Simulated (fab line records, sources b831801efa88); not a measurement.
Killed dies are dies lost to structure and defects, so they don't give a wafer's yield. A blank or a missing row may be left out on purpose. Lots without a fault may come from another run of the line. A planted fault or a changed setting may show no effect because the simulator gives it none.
Problem report in the 8D (eight disciplines) form, filled by code | flow gf180mcu | the parts of the form that need people (team, actions taken, sign-off) are left out

1. THE PROBLEM
PASSIVATION_CVD_00_THK at GF_PASSIVATION_THK_MEAS_01 reads a mean of 1095 nm on 2 wafers of 2 lots; wafers without a fault read 1002 nm with a standard deviation of 13. That is +7.2 standard deviations from the usual mean.
First seen on wafer L931.3, day 32 13:29, on film_metro-02. The record holds 33 wafers of 11 lots with a number at this step. Rule for "out", or "out of limits": more than 4 standard deviations from the usual mean. The other wafers with a number count as sound.

2. WHAT IT IS AND WHAT IT IS NOT
question                    | is                           | is not
which readings at this step | PASSIVATION_CVD_00_THK       | -
which lots                  | L931, L932                   | L918, L919, L921, L922, L926, L929, L930, L937, L939
which wafers of those lots  | L931.3, L932.2               | L931.1, L931.6, L932.1, L932.4
read on which gauges        | film_metro-02, film_metro-03 | film_metro-04
when                        | from day 32 13:29            | up to then (23 sound wafers); but 8 sound wafers of L932, L937, L939 came after

3. SUSPECTS, AND WHAT RULES EACH OUT
Counting: a tool at a process step up to the reading stays a suspect if it ran every lot that is out. Sound lots after the first of them don't rule it out here, since some wafers of a struck lot are sound.
- the gauge at GF_PASSIVATION_THK_MEAS_01: ruled out. The wafers that are out were read on 2 gauges (film_metro-02, film_metro-03).
- pecvd-01 at GF_PASSIVATION_CVD_00 (deposits SiO2 from TEOS, target thk 1000 nm, time 111.95 s): kept. It ran every lot that is out, first L931 (day 32 13:24); its last sound lot up to then is L926 (day 31 10:07). Its own readings are out on those wafers: run_length_s.
Left after counting: pecvd-01 at GF_PASSIVATION_CVD_00.

4. THE CAUSE (what the simulator had put in)
Process parameter drift: pecvd-01, from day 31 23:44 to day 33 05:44, at GF_PASSIVATION_CVD_00. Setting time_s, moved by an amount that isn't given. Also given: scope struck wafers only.
Counting left only this tool.

5. THE CHAIN OF EFFECTS, in route order
Each row: a reading whose mean over the struck wafers that have a number lies more than 3 standard deviations from the usual. Only readings for which the record gives a usual standard deviation are gone through. hours: the time from each lot's start at the first step in this table that gives one to its start at this step, as a median over the lots. sigmas: the change in usual standard deviations.
hours | step                       | reading                | usual      | on struck wafers | change | sigmas
0     | GF_PASSIVATION_CVD_00      | run_length_s           | 140.0 s    | 151.5            | +11.5  | +23
0     | GF_PASSIVATION_THK_MEAS_01 | PASSIVATION_CVD_00_THK | 1002 nm    | 1095             | +93    | +7.2
16    | GF_PASSIVATION_ETCH_11     | oes_product_au         | 0.963 a.u. | 0.989            | +0.026 | +4.1
The process steps in it:
- GF_PASSIVATION_CVD_00: deposits SiO2 from TEOS, target thk 1000 nm, time 111.95 s.
- GF_PASSIVATION_ETCH_11: etches the open film in CF4/O2, stops on TiN, target depth 1800 nm, time 400 s.

6. WHAT WOULD HAVE CAUGHT IT SOONER
In this record the first reading out of limits at a measuring or inspecting step was taken at day 32 13:29, 14 hours after the fault began at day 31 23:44.
The tool's own readings at GF_PASSIVATION_CVD_00 were out on every struck wafer that the step has a row for (run_length_s): an alarm limit on them would have fired on the first of those.
Of the lots that are out (2), L932 began GF_PASSIVATION_CVD_00 on pecvd-01 after day 32 13:29. A hold on the tool at that time would have spared it.
